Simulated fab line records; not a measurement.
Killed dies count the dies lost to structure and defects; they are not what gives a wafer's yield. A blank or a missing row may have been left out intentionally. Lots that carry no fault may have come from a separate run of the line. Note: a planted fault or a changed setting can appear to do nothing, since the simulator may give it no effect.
Which tool is to blame? || flow sky130 || Sampling: 13 lots, 39 wafers, 4 of 708 route steps

## WHAT EACH GAUGE READ, for each wafer
SKY_LDD_HVN_OVL_MEAS_07.
{"lot": "L853", "measured": "day 20 21:43", "on": "overlay-02", "LDD_HVN_OVL (nm)": "-1.3 1.2 -0.7"}
{"lot": "L856", "measured": "day 21 21:57", "on": "overlay-01", "LDD_HVN_OVL (nm)": "1.0 0.2 -0.4"}
{"lot": "L858", "measured": "day 22 15:28", "on": "overlay-02", "LDD_HVN_OVL (nm)": "2.9 -0.4 -0.3"}
{"lot": "L859", "measured": "day 22 21:23", "on": "overlay-02", "LDD_HVN_OVL (nm)": "3.2 1.1 2.4"}
{"lot": "L861", "measured": "day 23 08:50", "on": "overlay-02", "LDD_HVN_OVL (nm)": "0.2 -0.6 -0.7"}
{"lot": "L865", "measured": "day 25 02:02", "on": "overlay-02", "LDD_HVN_OVL (nm)": "-1.6 0.0 0.0"}
{"lot": "L866", "measured": "day 25 00:31", "on": "overlay-02", "LDD_HVN_OVL (nm)": "1.2 -0.2 1.0"}
{"lot": "L867", "measured": "day 25 21:50", "on": "overlay-01", "LDD_HVN_OVL (nm)": "3.0 -0.4 0.1"}
{"lot": "L868", "measured": "day 26 04:38", "on": "overlay-01", "LDD_HVN_OVL (nm)": "1.5 4.1 2.7"}
{"lot": "L870", "measured": "day 26 17:02", "on": "overlay-01", "LDD_HVN_OVL (nm)": "0.9 1.2 1.9"}
{"lot": "L871", "measured": "day 27 03:04", "on": "overlay-01", "LDD_HVN_OVL (nm)": "1.9 2.5 2.1"}
{"lot": "L873", "measured": "day 27 16:55", "on": "overlay-01", "LDD_HVN_OVL (nm)": "4.0 2.0 3.0"}
{"lot": "L874", "measured": "day 27 19:35", "on": "overlay-02", "LDD_HVN_OVL (nm)": "0.4 0.4 -0.2"}

## TOOL THAT RAN EACH LOT (tool first, then ch and the chambers of the sampled wafers, then the start)
{"lot": "L853", "SKY_FIELD_ISO_WET_ETCH_18": "wet bench-01 ch 1, day 2 08:19", "SKY_FIELD_ISO_CMP_27": "cmp-02 ch 0,1,2, day 2 14:10", "SKY_LDD_P_STRIP_10": "plasma asher-03 ch 0,1, day 19 15:32"}
{"lot": "L856", "SKY_FIELD_ISO_WET_ETCH_18": "wet bench-02 ch 2, day 2 20:28", "SKY_FIELD_ISO_CMP_27": "cmp-02 ch 0,1, day 3 05:32", "SKY_LDD_P_STRIP_10": "plasma asher-02 ch 0,1, day 20 15:22"}
{"lot": "L858", "SKY_FIELD_ISO_WET_ETCH_18": "wet bench-01 ch 2, day 3 09:14", "SKY_FIELD_ISO_CMP_27": "cmp-01 ch 0,3, day 3 18:00", "SKY_LDD_P_STRIP_10": "plasma asher-03 ch 0,1, day 21 08:56"}
{"lot": "L859", "SKY_FIELD_ISO_WET_ETCH_18": "wet bench-01 ch 0, day 3 13:35", "SKY_FIELD_ISO_CMP_27": "cmp-01 ch 0,3, day 3 20:29", "SKY_LDD_P_STRIP_10": "plasma asher-04 ch 0,1, day 21 14:55"}
{"lot": "L861", "SKY_FIELD_ISO_WET_ETCH_18": "wet bench-03 ch 2, day 3 22:29", "SKY_FIELD_ISO_CMP_27": "cmp-01 ch 1,2,3, day 4 02:05", "SKY_LDD_P_STRIP_10": "plasma asher-03 ch 0,1, day 22 02:22"}
{"lot": "L865", "SKY_FIELD_ISO_WET_ETCH_18": "wet bench-03 ch 1, day 4 21:02", "SKY_FIELD_ISO_CMP_27": "cmp-02 ch 0,1,3, day 5 00:13", "SKY_LDD_P_STRIP_10": "plasma asher-02 ch 0,1, day 23 20:43"}
{"lot": "L866", "SKY_FIELD_ISO_WET_ETCH_18": "wet bench-03 ch 1, day 5 00:34", "SKY_FIELD_ISO_CMP_27": "cmp-02 ch 0,2, day 5 03:46", "SKY_LDD_P_STRIP_10": "plasma asher-03 ch 0,1, day 23 19:25"}
{"lot": "L867", "SKY_FIELD_ISO_WET_ETCH_18": "wet bench-03 ch 3, day 5 06:01", "SKY_FIELD_ISO_CMP_27": "cmp-01 ch 0,1,3, day 5 13:47", "SKY_LDD_P_STRIP_10": "plasma asher-02 ch 0,1, day 24 16:19"}
{"lot": "L868", "SKY_FIELD_ISO_WET_ETCH_18": "wet bench-02 ch 0, day 5 12:58", "SKY_FIELD_ISO_CMP_27": "cmp-02 ch 0,1,2, day 5 19:46", "SKY_LDD_P_STRIP_10": "plasma asher-04 ch 0,1, day 24 23:13"}
{"lot": "L870", "SKY_FIELD_ISO_WET_ETCH_18": "wet bench-02 ch 0, day 5 21:05", "SKY_FIELD_ISO_CMP_27": "cmp-02 ch 0,2,3, day 6 06:07", "SKY_LDD_P_STRIP_10": "plasma asher-03 ch 0,1, day 25 12:33"}
{"lot": "L871", "SKY_FIELD_ISO_WET_ETCH_18": "wet bench-01 ch 0, day 6 01:04", "SKY_FIELD_ISO_CMP_27": "cmp-02 ch 0,1,3, day 6 09:05", "SKY_LDD_P_STRIP_10": "plasma asher-03 ch 0,1, day 25 21:52"}
{"lot": "L873", "SKY_FIELD_ISO_WET_ETCH_18": "wet bench-03 ch 1, day 6 14:19", "SKY_FIELD_ISO_CMP_27": "cmp-01 ch 0,1,3, day 6 19:13", "SKY_LDD_P_STRIP_10": "plasma asher-04 ch 0,1, day 26 12:38"}
{"lot": "L874", "SKY_FIELD_ISO_WET_ETCH_18": "wet bench-02 ch 3, day 6 18:01", "SKY_FIELD_ISO_CMP_27": "cmp-01 ch 0,1,2, day 6 21:20", "SKY_LDD_P_STRIP_10": "plasma asher-03 ch 0,1, day 26 15:05"}
- SKY_FIELD_ISO_WET_ETCH_18: etches Si3N4 in H3PO4, target depth 25 nm, time 286 s.
- SKY_FIELD_ISO_CMP_27: polishes, stops on Si3N4, t overpolish 16 s, target thk 457.8 nm.
- SKY_LDD_P_STRIP_10: strips in O2/N2.

## AS READ BY THE TOOLS THEMSELVES (means over the sampled wafers that have a number; for cases with no such wafer, the mark the record gives instead)
SKY_FIELD_ISO_WET_ETCH_18.
{"lot": "L853", "tool": "wet bench-01", "run length s (s)": 311.9}
{"lot": "L856", "tool": "wet bench-02", "run length s (s)": 313.8}
{"lot": "L858", "tool": "wet bench-01", "run length s (s)": 337.7}
{"lot": "L859", "tool": "wet bench-01", "run length s (s)": 334.6}
{"lot": "L861", "tool": "wet bench-03", "run length s (s)": 310.9}
{"lot": "L865", "tool": "wet bench-03", "run length s (s)": 309.6}
{"lot": "L866", "tool": "wet bench-03", "run length s (s)": 309.4}
{"lot": "L867", "tool": "wet bench-03", "run length s (s)": 312.7}
{"lot": "L868", "tool": "wet bench-02", "run length s (s)": 312.7}
{"lot": "L870", "tool": "wet bench-02", "run length s (s)": 311.6}
{"lot": "L871", "tool": "wet bench-01", "run length s (s)": 309.6}
{"lot": "L873", "tool": "wet bench-03", "run length s (s)": 309.7}
{"lot": "L874", "tool": "wet bench-02", "run length s (s)": 312.0}

SKY_FIELD_ISO_CMP_27.
{"lot": "L853", "tool": "cmp-02", "head pressure psi (psi)": 4.003, "motor current A (A)": 12.5, "overpolish run s (s)": 16.008, "time to endpoint s (s)": 108}
{"lot": "L856", "tool": "cmp-02", "head pressure psi (psi)": 3.997, "motor current A (A)": 11.9, "overpolish run s (s)": 15.995, "time to endpoint s (s)": 110}
{"lot": "L858", "tool": "cmp-01", "head pressure psi (psi)": 4.000, "motor current A (A)": 11.9, "overpolish run s (s)": 15.995, "time to endpoint s (s)": 113}
{"lot": "L859", "tool": "cmp-01", "head pressure psi (psi)": 3.999, "motor current A (A)": 12.2, "overpolish run s (s)": 15.996, "time to endpoint s (s)": 114}
{"lot": "L861", "tool": "cmp-01", "head pressure psi (psi)": 3.999, "motor current A (A)": 12.0, "overpolish run s (s)": 16.000, "time to endpoint s (s)": 110}
{"lot": "L865", "tool": "cmp-02", "head pressure psi (psi)": 3.998, "motor current A (A)": 12.7, "overpolish run s (s)": 15.992, "time to endpoint s (s)": 111}
{"lot": "L866", "tool": "cmp-02", "head pressure psi (psi)": 3.996, "motor current A (A)": 12.5, "overpolish run s (s)": 15.996, "time to endpoint s (s)": 100}
{"lot": "L867", "tool": "cmp-01", "head pressure psi (psi)": 4.002, "motor current A (A)": 12.0, "overpolish run s (s)": 16.009, "time to endpoint s (s)": 118}
{"lot": "L868", "tool": "cmp-02", "head pressure psi (psi)": 4.000, "motor current A (A)": 12.3, "overpolish run s (s)": 15.998, "time to endpoint s (s)": 106}
{"lot": "L870", "tool": "cmp-02", "head pressure psi (psi)": 4.003, "motor current A (A)": 12.4, "overpolish run s (s)": 16.006, "time to endpoint s (s)": 103}
{"lot": "L871", "tool": "cmp-02", "head pressure psi (psi)": 4.002, "motor current A (A)": 12.7, "overpolish run s (s)": 15.997, "time to endpoint s (s)": 104}
{"lot": "L873", "tool": "cmp-01", "head pressure psi (psi)": 4.000, "motor current A (A)": 12.1, "overpolish run s (s)": 15.991, "time to endpoint s (s)": 115}
{"lot": "L874", "tool": "cmp-01", "head pressure psi (psi)": 4.009, "motor current A (A)": 12.0, "overpolish run s (s)": 15.999, "time to endpoint s (s)": 116}

SKY_LDD_P_STRIP_10.
{"lot": "L853", "tool": "plasma asher-03", "drypump motor current A (A)": 5.9, "oes product au (a.u.)": 0.713, "strip time to endpoint s (s)": 14.18}
{"lot": "L856", "tool": "plasma asher-02", "drypump motor current A (A)": 4.9, "oes product au (a.u.)": 0.712, "strip time to endpoint s (s)": 14.19}
{"lot": "L858", "tool": "plasma asher-03", "drypump motor current A (A)": 5.6, "oes product au (a.u.)": 0.716, "strip time to endpoint s (s)": 14.24}
{"lot": "L859", "tool": "plasma asher-04", "drypump motor current A (A)": 5.7, "oes product au (a.u.)": 0.718, "strip time to endpoint s (s)": 14.18}
{"lot": "L861", "tool": "plasma asher-03", "drypump motor current A (A)": 5.9, "oes product au (a.u.)": 0.715, "strip time to endpoint s (s)": 14.18}
{"lot": "L865", "tool": "plasma asher-02", "drypump motor current A (A)": 4.9, "oes product au (a.u.)": 0.716, "strip time to endpoint s (s)": 14.23}
{"lot": "L866", "tool": "plasma asher-03", "drypump motor current A (A)": 5.9, "oes product au (a.u.)": 0.717, "strip time to endpoint s (s)": 14.19}
{"lot": "L867", "tool": "plasma asher-02", "drypump motor current A (A)": 5.2, "oes product au (a.u.)": 0.719, "strip time to endpoint s (s)": 14.17}
{"lot": "L868", "tool": "plasma asher-04", "drypump motor current A (A)": 5.7, "oes product au (a.u.)": 0.712, "strip time to endpoint s (s)": 14.16}
{"lot": "L870", "tool": "plasma asher-03", "drypump motor current A (A)": 5.9, "oes product au (a.u.)": 0.717, "strip time to endpoint s (s)": 14.21}
{"lot": "L871", "tool": "plasma asher-03", "drypump motor current A (A)": 5.9, "oes product au (a.u.)": 0.718, "strip time to endpoint s (s)": 14.19}
{"lot": "L873", "tool": "plasma asher-04", "drypump motor current A (A)": 5.7, "oes product au (a.u.)": 0.718, "strip time to endpoint s (s)": 14.25}
{"lot": "L874", "tool": "plasma asher-03", "drypump motor current A (A)": 5.6, "oes product au (a.u.)": 0.722, "strip time to endpoint s (s)": 14.23}

## THE ANSWER, worked out from the rows above alone
Rule: usual is defined by the lots themselves. The widest of any qualifying gaps counts: lots, ordered by their means at a reading, are off when they make up no more than a third of the lots, leave a main group of 4 or more, and stand apart from it by 3 or more times the standard deviation of that group's means. A main group is skipped when, at the precision printed for the reading in the tables above, its means are all equal. A lot without any number at a reading at which 4 lots or more have one is off too. The other lots that the step has rows for count as sound. After the gauges, taken in route order, come the tools' own readings; for these a lot's mean is taken, as printed above. At the first step where some lot is off, the reading lying furthest off is the one used; lots without a number count as furthest.
Off, at SKY_FIELD_ISO_WET_ETCH_18 on run length s: L858, L859. The main group has a mean of 311.3 s with a standard deviation of 1.5.
A tool fits if, at that step or a process step before it, it ran every lot that is off, and no sound lot after the first of them. No candidate that was tried fits.

## WHAT HAD BEEN PUT IN BY THE SIMULATOR
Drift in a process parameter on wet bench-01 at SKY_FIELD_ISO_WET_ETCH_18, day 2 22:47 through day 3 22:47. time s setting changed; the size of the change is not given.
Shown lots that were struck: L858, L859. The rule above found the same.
